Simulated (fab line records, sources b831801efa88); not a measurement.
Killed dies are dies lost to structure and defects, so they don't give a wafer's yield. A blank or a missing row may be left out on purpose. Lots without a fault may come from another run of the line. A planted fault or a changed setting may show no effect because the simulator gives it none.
fab line records | flow gf180mcu | part 2 of 2: steps 24 to 34 of 34
record lots=5 wafers=15 last_day=33
route steps=602 shown V4@493 MIM@503 M5@526
lots that met no fault: from a run of the same line without faults
start_h: hours from the record's first day to the start of the lot's first wafer shown | wait_h: hours since the lot's step before | " the same as in the row above | L1.1+2: a row that stands for several wafers | - no value, or no start given | * or withheld: withheld | < > ~ a bound
route shown NAME@n: a module of which the file shows steps, and the number in the route of the first | usual: mean/standard deviation of fault-free wafers | same: alike in all rows | chamber/n: place in a boat | sites: the reading at each site | _std_site: their standard deviation | _edge_site: outer sites' mean less inner sites' | radius_mm: how far each site lies from the wafer's centre | mask NAME#n: copy n | behind: the tool/chamber that last shaped the wafer | hold: why the lot was held/for how many hours/how that ended | device: the transistor (n, p or np) that didn't switch | end of line: the same wafers' tests at the end of the route | a step without rows: its recipe alone | killed: dies lost to structure and defects at the first sort, not the wafer's yield | map: a wafer's dies, x killed, . not, _ none there
set.NAME: the setting as run; set.NAME@STEP: as run at that earlier step | model.NAME: the simulator's own value behind a step, which no gauge read
lots at some steps of the route; a table a step, a row a wafer
services: from which hour (start_h, from the record's first day; less than 0 if before it) a tool's chamber was out of use, for how many hours, and why
## steps
# step GF_MIM_HMDS_13
# recipe prime_time_s=60 prime_temp_c=120
# columns lot.wafer tool chamber start_h wait_h
L075.1+2+4 litho_track-01 0 583.62 0.1
L080.1+3+4 litho_track-04 0 631.67 0.1
L081.2+3+5 litho_track-04 0 632.29 0.1
L093.3+4+6 litho_track-03 0 718.30 0.1
L094.2+3+6 litho_track-03 0 722.87 0.1
# step GF_MIM_COAT_14
# recipe resist=NOVOLAK spin_rpm=3000 resist_thk_nm=1000
# usual spin_speed_rpm=2999.8/2.2
# columns lot.wafer tool chamber start_h wait_h spin_speed_rpm
L075.1 litho_track-01 0 583.77 0.1 2998.5
L075.2 " 0 " " 3002.7
L075.4 " 0 " " 3001.2
L080.1 litho_track-04 0 631.82 0.1 3000.5
L080.3 " 0 " " 3000.2
L080.4 " 0 " " 3005.1
L081.2 litho_track-04 0 632.44 0.1 3000.5
L081.3 " 0 " " 2996.1
L081.5 " 0 " " 2996.6
L093.3 litho_track-03 0 718.45 0.1 2993.8
L093.4 " 0 " " 3000.4
L093.6 " 0 " " 3001.5
L094.2 litho_track-03 0 723.02 0.1 3000.6
L094.3 " 0 " " 3003.5
L094.6 " 0 " " 3000.1
# step GF_MIM_SOFTBAKE_15
# recipe temp_c=90 time_s=60 resist=NOVOLAK
# same time_s=60
# columns lot.wafer tool chamber start_h wait_h
L075.1+2+4 litho_track-01 0 583.92 0.1
L080.1+3+4 litho_track-04 0 631.97 0.1
L081.2+3+5 litho_track-04 0 632.59 0.1
L093.3+4+6 litho_track-03 0 718.60 0.1
L094.2+3+6 litho_track-03 0 723.17 0.1
# step GF_MIM_EXPOSE_16
# recipe mask_id=FuseTop target_cd_nm=2000 na=0.6 source_shape=conventional sigma_outer=0.6 dose_mj=140
# same na=0.6 sigma_outer=0.6
# columns lot.wafer tool chamber start_h wait_h mask
L075.1+2+4 iline_stepper-01 0 - - FuseTop#0
L080.1+3+4 iline_stepper-01 0 - - FuseTop#0
L081.2+3+5 iline_stepper-01 0 - - FuseTop#0
L093.3+4+6 iline_stepper-02 0 - - FuseTop#0
L094.2+3+6 iline_stepper-01 0 - - FuseTop#0
# step GF_MIM_PEB_17
# recipe temp_c=withheld time_s=* resist=NOVOLAK
# same time_s=*
# columns lot.wafer tool chamber start_h wait_h
L075.1+2+4 litho_track-03 0 - -
L080.1+3+4 litho_track-03 0 - -
L081.2+3+5 litho_track-04 0 - -
L093.3+4+6 litho_track-01 0 - -
L094.2+3+6 litho_track-01 0 - -
# step GF_MIM_DEVELOP_18
# recipe develop_time_s=60 dev_temp_c=23
# columns lot.wafer tool chamber start_h wait_h
L075.1+2+4 litho_track-03 0 594.65 0.1
L080.1+3+4 litho_track-03 0 641.45 0.1
L081.2+3+5 litho_track-04 0 641.49 0.1
L093.3+4+6 litho_track-01 0 727.17 0.1
L094.2+3+6 litho_track-01 0 731.64 0.1
# step GF_MIM_METAL_ETCH_19
# recipe chemistry=Cl2/BCl3 mask_material=NOVOLAK stop_on=Si3N4 target_depth_nm=324.5 pressure_mtorr=8 icp_w=800 bias_w=140 Cl2_flow_sccm=80 bcl3_flow_sccm=40 time_s=54.1
# usual drypump_motor_current_A=5.8/0.44 oes_product_au=0.944/0.0069 throttle_valve_pct=28.281/0.01
# same time_s=54.1
# columns lot.wafer tool chamber start_h wait_h drypump_motor_current_A oes_product_au rf_hours_counter_h throttle_valve_pct
L075.1 rie_metal-04 1 594.80 0.1 6.5 0.946 10 28.263
L075.2 " 0 " " 5.6 0.949 2 28.281
L075.4 " 1 " " 6.5 0.952 - 28.289
L080.1 rie_metal-04 1 641.60 0.1 6.5 0.945 11 28.286
L080.3 " 1 " " 6.5 0.935 - 28.267
L080.4 " 1 " " 6.5 0.955 - 28.300
L081.2 rie_metal-03 1 641.62 0.1 5.2 0.943 8 28.285
L081.3 " 0 " " 5.7 0.941 - 28.291
L081.5 " 1 " " 5.2 0.931 - 28.295
L093.3 rie_metal-04 1 727.29 0.1 6.5 0.945 - 28.278
L093.4 " 0 " " 5.6 0.953 - 28.267
L093.6 " 1 " " 6.5 0.951 - 28.266
L094.2 rie_metal-04 0 731.79 0.1 5.6 0.938 - 28.278
L094.3 " 0 " " 5.6 0.944 - 28.296
L094.6 " 0 " " 5.6 0.951 - 28.289
# step GF_MIM_STRIP_20
# recipe chemistry=O2/N2 power_w=1400 pressure_mtorr=1500 platen_temp_c=250 o2_flow_sccm=3000 n2_flow_sccm=300 overash_fraction=0.5
# usual drypump_motor_current_A=5.6/0.42 heater_power_w=306/39 o2_flow_sccm=3001/7 oes_product_au=0.692/0.0046 strip_time_to_endpoint_s=11.23/0.045
# columns lot.wafer tool chamber start_h wait_h drypump_motor_current_A heater_power_w o2_flow_sccm oes_product_au rf_hours_counter_h strip_time_to_endpoint_s
L075.1 plasma_asher-04 0 594.87 0.0 5.7 357 2992 0.693 49 11.21
L075.2 " 1 " " 5.1 250 2993 0.682 49 11.21
L075.4 " 1 " " 5.1 250 3005 0.691 - 11.24
L081.2 plasma_asher-04 0 641.69 0.0 5.7 346 2988 0.698 54 11.30
L081.3 " 1 " " 5.1 255 2997 0.688 - 11.22
L081.5 " 0 " " 5.7 341 2986 0.688 - 11.30
L080.1 plasma_asher-01 0 641.74 0.1 5.5 326 3004 0.688 90 11.28
L080.3 " 0 " " 5.5 331 3009 0.694 - 11.18
L080.4 " 1 " " 6.3 348 2991 0.694 - 11.25
L093.3 plasma_asher-04 1 727.37 0.1 5.1 252 3008 0.696 - 11.26
L093.4 " 0 " " 5.7 342 3003 0.697 - 11.17
L093.6 " 0 " " 5.7 339 3005 0.694 - 11.25
L094.2 plasma_asher-02 0 731.91 0.1 6.1 282 3005 0.692 31 11.25
L094.3 " 0 " " 6.1 290 2997 0.694 - 11.26
L094.6 " 0 " " 6.1 285 3006 0.698 - 11.27
# step GF_MIM_STRIP_21
# recipe chemistry=post_etch_residue_remover time_s=1200 temp_c=72.5
# usual bath_heat_duty_pct=14.4/1.4
# same time_s=1200
# columns lot.wafer tool chamber start_h wait_h bath_heat_duty_pct
L075.1 wet_bench-03 2 594.97 0.1 16.0
L075.2 " 2 " " 14.4
L075.4 " 2 " " 14.7
L081.2 wet_bench-04 0 641.79 0.1 12.5
L081.3 " 0 " " 13.0
L081.5 " 0 " " 11.8
L080.1 wet_bench-02 0 641.84 0.1 14.0
L080.3 " 0 " " 14.7
L080.4 " 0 " " 15.1
L093.3 wet_bench-03 2 727.44 0.0 16.5
L093.4 " 2 " " 16.6
L093.6 " 2 " " 15.6
L094.2 wet_bench-04 3 732.01 0.1 17.0
L094.3 " 3 " " 17.1
L094.6 " 3 " " 15.1
# step GF_MIM_CLEAN_22
# recipe chemistry=DIW dry=n2_spin
# columns lot.wafer tool chamber start_h wait_h
L075.1+2+4 wet_bench-04 0 595.31 0.0
L081.2+3+5 wet_bench-04 3 642.16 0.0
L080.1+3+4 wet_bench-03 2 642.52 0.0
L093.3+4+6 wet_bench-04 0 727.78 0.0
L094.2+3+6 wet_bench-02 3 732.35 0.0
# step GF_M5_DEHYDRATE_00
# recipe temp_c=200 time_s=60
# same time_s=60
# columns lot.wafer tool chamber start_h wait_h
L075.1+2+4 litho_track-02 0 604.85 9.4
L081.2+3+5 litho_track-03 0 651.48 9.2
L080.1+3+4 litho_track-02 0 652.35 9.7
L093.3+4+6 litho_track-02 0 735.74 7.9
L094.2+3+6 litho_track-04 0 740.19 7.7
## services
# columns tool chamber start_h hours kind
pecvd-04 - 556.63 1.8 repair
cvd_w-01 - 569.55 2.8 pm
pvd_sputter-01 - 569.74 3.5 repair
pecvd-04 - 591.12 14.0 pm
pvd_sputter-03 - 608.51 2.6 repair
wet_bench-04 - 621.11 2.3 repair
plasma_asher-01 - 621.51 2.8 pm
wet_bench-01 - 631.88 1.8 repair
rie_metal-04 0 635.17 6.7 repair
pvd_sputter-02 - 644.04 1.8 repair
pvd_sputter-03 - 648.55 2.0 repair
cmp-02 - 662.68 3.4 repair
wet_bench-03 - 668.91 1.9 pm
cvd_w-01 - 669.65 3.8 pm
wet_bench-04 - 669.96 1.9 repair
pecvd-04 - 670.86 2.8 pm
wet_bench-01 - 672.45 0.6 repair
plasma_asher-02 - 673.40 15.6 pm
pvd_sputter-01 - 682.62 8.0 repair
rie_metal-04 - 683.23 1.1 repair
pvd_sputter-03 - 695.63 1.8 repair
pvd_sputter-03 - 703.59 0.7 repair
pvd_sputter-03 - 706.05 1.3 repair
iline_stepper-01 - 709.02 4.4 pm
